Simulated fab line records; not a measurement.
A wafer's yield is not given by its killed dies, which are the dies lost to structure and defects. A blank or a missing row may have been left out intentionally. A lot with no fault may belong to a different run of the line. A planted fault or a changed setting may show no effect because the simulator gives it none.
Check for tools in common -- flow gf180mcu -- 13 lots and 39 wafers in the sample

== WHY THIS WAS OPENED ==
GF_VT_IMPLANT_TW_MEAS_21, reading VT_IMPLANT_2_TW: flagged on 1 of 13 lots. Wafers without a fault read 1214, standard deviation 12.
Rule: a lot is flagged when every wafer of it that has a number lies more than 4 standard deviations from that mean, or none has a number. All remaining lots are regarded as sound.

lot,measured,on,"VT_IMPLANT_2_TW, wafer by wafer",flag
L603,day 6 05:57,filmMetro-01,1223 1231 1224,
L604,day 6 10:14,filmMetro-03,1222 1219 1227,
L606,day 7 02:36,filmMetro-04,1206 1203 1202,
L607,day 7 07:56,filmMetro-01,1227 1217 1222,
L608,day 7 14:20,filmMetro-04,1206 1203 1207,
L610,day 8 04:25,filmMetro-04,1212 1214 1216,
L615,day 9 13:29,filmMetro-04,1211 1199 1205,
L616,day 9 19:17,filmMetro-03,1215 1212 1214,
L617,day 10 01:11,filmMetro-01,30 30 30,FLAGGED
L618,day 10 06:19,filmMetro-01,1224 1230 1225,
L621,day 11 00:29,filmMetro-01,1228 1225 1221,
L623,day 11 13:53,filmMetro-04,1189 1189 1190,
L624,day 11 18:19,filmMetro-04,1194 1200 1190,
The numbers of the flagged lots are 30 on average: -1184 against the usual, or -99 standard deviations.

== WHICH TOOL RAN EACH LOT ==
The record holds 1 process step before the reading, out of a route of 602 steps. In each cell: the tool, then ch and the chambers that the sampled wafers went through, then the start.
lot,flag,GF_VT_IMPLANT_EXPOSE_15
L603,,"ilineStepper-01 ch 0, day 5 22:32"
L604,,"ilineStepper-01 ch 0, day 6 02:52"
L606,,"ilineStepper-01 ch 0, day 6 18:23"
L607,,"ilineStepper-02 ch 0, day 7 00:24"
L608,,"ilineStepper-01 ch 0, day 7 05:56"
L610,,"ilineStepper-02 ch 0, day 7 19:57"
L615,,"ilineStepper-01 ch 0, day 9 05:23"
L616,,"ilineStepper-01 ch 0, day 9 10:35"
L617,FLAGGED,"ilineStepper-02 ch 0, day 9 16:21"
L618,,"ilineStepper-02 ch 0, day 9 21:38"
L621,,"ilineStepper-02 ch 0, day 10 15:38"
L623,,"ilineStepper-02 ch 0, day 11 04:20"
L624,,"ilineStepper-02 ch 0, day 11 09:06"
What the steps here do:
- GF_VT_IMPLANT_EXPOSE_15: exposes mask Nwell LV AREA, target cd 860 nm.
- GF_VT_IMPLANT_TW_MEAS_21

== FLAGGED OVER TOTAL, TOOL BY TOOL (the gauges that took the reading come last) ==
step,tool,lots run,flagged,share of the flagged lots,sound lots run after its first flagged lot
GF_VT_IMPLANT_EXPOSE_15,ilineStepper-01,6,0,none,-
GF_VT_IMPLANT_EXPOSE_15,ilineStepper-02,7,1,all,"4 (L618,L621,L623,L624)"
GF_VT_IMPLANT_TW_MEAS_21,filmMetro-01,5,1,all,"2 (L618,L621)"
GF_VT_IMPLANT_TW_MEAS_21,filmMetro-03,2,0,none,-
GF_VT_IMPLANT_TW_MEAS_21,filmMetro-04,6,0,none,-

== WHAT THE TABLE ALLOWS ==
Every flagged lot went through 2 rows of the table: ilineStepper-02 at GF_VT_IMPLANT_EXPOSE_15 and filmMetro-01 at GF_VT_IMPLANT_TW_MEAS_21.
- ilineStepper-02 at GF_VT_IMPLANT_EXPOSE_15 ran 7 lots, 1 of them flagged. Sound lots followed the first flagged one (L618, L621, L623, L624) on it, something a lasting fault affecting the whole tool could not allow.
- filmMetro-01 at GF_VT_IMPLANT_TW_MEAS_21 ran 5 lots, 1 of them flagged. Sound lots followed the first flagged one (L618, L621) on it, something a lasting fault affecting the whole tool could not allow.
Not one row of the table ran every flagged lot while running no sound lot after the first.

== WHAT HAD BEEN PUT IN BY THE SIMULATOR ==
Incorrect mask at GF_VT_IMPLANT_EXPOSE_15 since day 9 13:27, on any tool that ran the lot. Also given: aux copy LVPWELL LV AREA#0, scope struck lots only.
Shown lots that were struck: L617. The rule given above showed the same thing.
